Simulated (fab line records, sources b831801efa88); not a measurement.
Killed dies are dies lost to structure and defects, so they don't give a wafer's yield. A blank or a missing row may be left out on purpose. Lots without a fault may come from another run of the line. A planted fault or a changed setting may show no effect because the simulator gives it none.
Chamber matching | flow sky130 | SKY_VIA2_ETCH_15 on rie_diel-04: 4 sister chambers
The step etches SiO2 in C4F8/O2/Ar, stops on TiN, target depth 546 nm, time 84 s. 16 wafers are shown with their chamber, then 8 later ones without.

WAFERS WITH THEIR CHAMBER
wafer  | chamber | oes_product_au (a.u.) | bias_w (W)
L078.1 | 1       | 0.940                 | 1200
L078.2 | 2       | 0.941                 | 1199
L078.4 | 3       | 0.939                 | 1200
L084.1 | 2       | 0.940                 | 1203
L084.2 | 1       | 0.940                 | 1195
L084.3 | 0       | 0.939                 | 1199
L084.4 | 3       | 0.930                 | 1196
L084.5 | 1       | 0.947                 | 1200
L084.6 | 2       | 0.934                 | 1203
L087.2 | 0       | 0.942                 | 1198
L087.4 | 2       | 0.947                 | 1197
L087.5 | 2       | 0.933                 | 1199
L089.2 | 3       | 0.934                 | 1201
L089.3 | 0       | 0.940                 | 1197
L089.4 | 1       | 0.943                 | 1197
L092.1 | 3       | 0.936                 | 1204

SIGNATURES (means of the wafers above)
reading        | chamber 0 | chamber 1 | chamber 2 | chamber 3 | scatter within a chamber
oes_product_au | 0.94033   | 0.94250   | 0.93900   | 0.93475   | 0.00419
bias_w         | 1198.00   | 1198.00   | 1200.20   | 1200.25   | 2.61
Rule: a wafer's distance from a chamber is the root of the sum, over the readings, of the square of ((its reading less the chamber's mean) divided by the reading's scatter). The wafer belongs to the nearest chamber; if the next one is less than 2 further off, it can't be placed. The scatter: the root of (the sum of the squares of (reading less its chamber's mean) over the shown wafers, divided by (wafers less chambers)).

WAFERS WITHOUT THEIR CHAMBER
wafer  | oes_product_au (a.u.) | bias_w (W)
L092.2 | 0.938                 | 1205
L092.4 | 0.939                 | 1204
L093.2 | 0.933                 | 1199
L093.3 | 0.944                 | 1198
L093.5 | 0.938                 | 1198
L097.3 | 0.934                 | 1204
L097.4 | 0.941                 | 1198
L097.5 | 0.944                 | 1198

WHICH CHAMBER EACH WENT THROUGH
wafer  | from the rows above               | in truth
L092.2 | can't be placed: 2 or 3 or 0 or 1 | 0
L092.4 | can't be placed: 2 or 3 or 0 or 1 | 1
L093.2 | can't be placed: 3 or 2 or 0 or 1 | 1
L093.3 | can't be placed: 1 or 0 or 2      | 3
L093.5 | can't be placed: 0 or 2 or 1 or 3 | 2
L097.3 | can't be placed: 3 or 2 or 0 or 1 | 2
L097.4 | can't be placed: 0 or 1 or 2 or 3 | 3
L097.5 | can't be placed: 1 or 0 or 2      | 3
Placed correctly: 0 of 8. Can't be placed from these rows: 8 (the true chamber is among the candidates in 6). Placed wrongly: 0.
